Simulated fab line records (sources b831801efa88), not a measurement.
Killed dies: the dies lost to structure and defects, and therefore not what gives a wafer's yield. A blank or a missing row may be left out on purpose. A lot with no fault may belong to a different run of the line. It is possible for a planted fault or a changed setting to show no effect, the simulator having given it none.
Chamber matching    flow sky130    4 sister chambers for SKY_CONTACT_CMP_27 on cmp-01
The step polishes, stops on SiO2, t overpolish 15 s, target thk 0 nm. 27 wafers are shown with their chamber, then 12 later ones without.

## WAFERS PAIRED WITH THEIR CHAMBERS
wafer   chamber  motorCurrentA (A)  overpolishRunS (s)  slurryFilterDpKPa (kPa)
L074.2  3        10.2               14.995              13.49
L074.4  0        12.9               15.009              13.48
L074.6  1        10.1               15.010              13.59
L076.2  1        11.1               14.998              13.36
L076.3  2        10.3               14.995              13.59
L076.5  3        10.4               15.007              13.57
L077.1  1        10.9               15.005              13.54
L077.3  0        13.2               15.007              13.51
L077.5  3        9.9                15.012              13.60
L078.1  1        10.6               15.009              13.46
L078.4  0        12.5               15.009              13.61
L078.6  1        10.8               14.977              13.50
L079.2  0        13.2               15.001              13.44
L079.3  3        9.5                14.999              13.65
L079.6  3        9.9                15.011              13.39
L080.1  1        10.4               15.012              13.38
L080.4  3        10.4               15.003              13.64
L080.5  1        11.1               14.986              13.10
L081.3  2        10.1               14.996              13.48
L081.5  0        12.0               15.001              13.45
L081.6  1        10.1               14.997              13.51
L088.3  0        12.6               14.989              13.36
L088.4  2        10.3               14.985              13.77
L088.6  1        10.6               15.003              13.61
L090.2  1        10.8               14.996              13.54
L090.3  3        9.6                15.012              13.42
L090.4  0        12.7               14.980              13.28

SIGNATURES (means of the wafers above)
reading            chamber 0  chamber 1  chamber 2  chamber 3  scatter within a chamber
motorCurrentA      12.729     10.650     10.233     9.986      0.366
overpolishRunS     14.99943   14.99930   14.99200   15.00557   0.00976
slurryFilterDpKPa  13.4471    13.4590    13.6133    13.5371    0.128
Rule: a wafer's distance from a chamber is the root of the sum, over the readings, of the square of ((its reading less the chamber's mean) divided by the reading's scatter). The wafer belongs to the nearest chamber; if the next one is less than 2 further off, it can't be placed. How the scatter is found: for the shown wafers, subtract from each reading the mean of its chamber, square and add these, divide the total by (wafers less chambers), then take the root.

## WAFERS WITHOUT THEIR CHAMBER
wafer   motorCurrentA (A)  overpolishRunS (s)  slurryFilterDpKPa (kPa)
L093.1  10.6               15.006              13.50
L093.2  10.1               15.004              13.63
L093.4  12.8               15.020              13.50
L094.2  11.2               14.998              13.27
L094.5  9.7                15.003              13.53
L094.6  12.5               14.993              13.54
L095.3  10.9               14.981              13.66
L095.4  10.0               14.989              13.43
L095.5  10.1               14.996              13.55
L096.1  12.9               15.025              13.63
L096.4  10.6               15.018              13.52
L096.6  10.1               15.002              13.54

## WHICH CHAMBER EACH WENT THROUGH
wafer   from the rows above           in truth
L093.1  can't be placed: 1 or 3 or 2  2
L093.2  can't be placed: 3 or 2 or 1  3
L093.4  0                             0
L094.2  can't be placed: 1 or 2 or 3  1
L094.5  can't be placed: 3 or 2 or 1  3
L094.6  0                             0
L095.3  can't be placed: 2 or 1 or 3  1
L095.4  can't be placed: 2 or 3 or 1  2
L095.5  can't be placed: 2 or 3 or 1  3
L096.1  0                             0
L096.4  can't be placed: 1 or 3 or 2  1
L096.6  can't be placed: 3 or 2 or 1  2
Placed correctly: 3 of 12. Can't be placed from these rows: 9 (the true chamber is among the candidates in 9). Placed wrongly: 0.
